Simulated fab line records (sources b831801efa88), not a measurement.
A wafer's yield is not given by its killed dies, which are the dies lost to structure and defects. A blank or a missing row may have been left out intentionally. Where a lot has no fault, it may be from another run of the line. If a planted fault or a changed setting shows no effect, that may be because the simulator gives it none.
Which of the tools did it? | flow sky130 | 10 lots with 30 wafers sampled at 3 steps, on a route of 708 steps

WHAT THE GAUGES READ, wafer by wafer
SKY_CAPM_RS_MEAS_03: a four-point-probe measurement.
lot  | measured     | on            | CAPM_TIN_RS (ohm/sq)
L795 | day 36 15:34 | film_metro-04 | 6.85 6.94 6.91
L798 | day 37 13:07 | film_metro-03 | 6.89 6.90 6.88
L804 | day 39 15:47 | film_metro-02 | 6.95 6.99 6.97
L806 | day 40 04:54 | film_metro-03 | 6.83 6.78 6.81
L807 | day 40 20:31 | film_metro-02 | 6.92 6.93 6.92
L810 | day 41 06:31 | film_metro-02 | 6.84 6.89 6.85
L811 | day 41 12:00 | film_metro-02 | 7.93 7.91 7.98
L812 | day 41 19:37 | film_metro-04 | 7.86 7.86 7.84
L813 | day 41 22:04 | film_metro-03 | 7.89 7.87 7.92
L815 | day 42 16:01 | film_metro-02 | 6.85 6.81 6.85

WHICH TOOL RAN EACH LOT (tool, then ch and the chambers of the sampled wafers, then the start)
lot  | SKY_VIA2_SPUTTER_20          | SKY_CAPM_SPUTTER_02
L795 | pvd_sputter-04, day 36 14:31 | pvd_sputter-03, day 36 15:26
L798 | pvd_sputter-01, day 37 12:06 | pvd_sputter-01, day 37 13:01
L804 | pvd_sputter-04, day 39 08:25 | pvd_sputter-02, day 39 15:39
L806 | pvd_sputter-01, day 40 03:26 | pvd_sputter-03, day 40 04:47
L807 | pvd_sputter-01, day 40 19:20 | pvd_sputter-01, day 40 20:25
L810 | pvd_sputter-03, day 41 05:29 | pvd_sputter-02, day 41 06:24
L811 | pvd_sputter-01, day 41 10:55 | pvd_sputter-03, day 41 11:50
L812 | pvd_sputter-01, day 41 18:36 | pvd_sputter-03, day 41 19:31
L813 | pvd_sputter-03, day 41 21:01 | pvd_sputter-03, day 41 21:56
L815 | pvd_sputter-04, day 42 15:01 | pvd_sputter-01, day 42 15:55
- SKY_VIA2_SPUTTER_20: material TiN, target thk 20 nm, time 80 s.
- SKY_CAPM_SPUTTER_02: material TiN, target thk 200 nm, time 166.7 s.

THE ANSWER, worked out from the rows above alone
Rule: the usual values come from the lots themselves. Put in order of their means at a reading, lots are off if they are a third of the lots or fewer, leave a main group of 4 or more, and stand apart from it by a gap of 3 or more times the standard deviation of the main group's means; of several such gaps the widest counts. A main group whose means are all the same, to the digits that the tables above print for the reading, isn't used. A lot without any number at a reading at which 4 lots or more have one is off too. All remaining lots with rows at the step are treated as sound.
Off: L811, L812, L813, seen at SKY_CAPM_RS_MEAS_03 (CAPM_TIN_RS). For the main group the mean is 6.88 ohm/sq and the standard deviation 0.051.
If a tool, at a process step before that reading, ran all the lots that are off and no sound lot after the first of them, it fits. Those tools and the gauges at SKY_CAPM_RS_MEAS_03 are tried in the same way. One fits: SKY_CAPM_SPUTTER_02 on pvd_sputter-03. A fault onset in the window from L806 (day 40 04:47, its last sound lot) to L811 (day 41 11:50, its first lot off) fits.

WHAT THE SIMULATOR HAD PUT IN
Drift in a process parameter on pvd_sputter-03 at SKY_CAPM_SPUTTER_02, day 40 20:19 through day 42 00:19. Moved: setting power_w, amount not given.
Shown lots that were struck: L811, L812, L813. This agrees with what the rule above found.
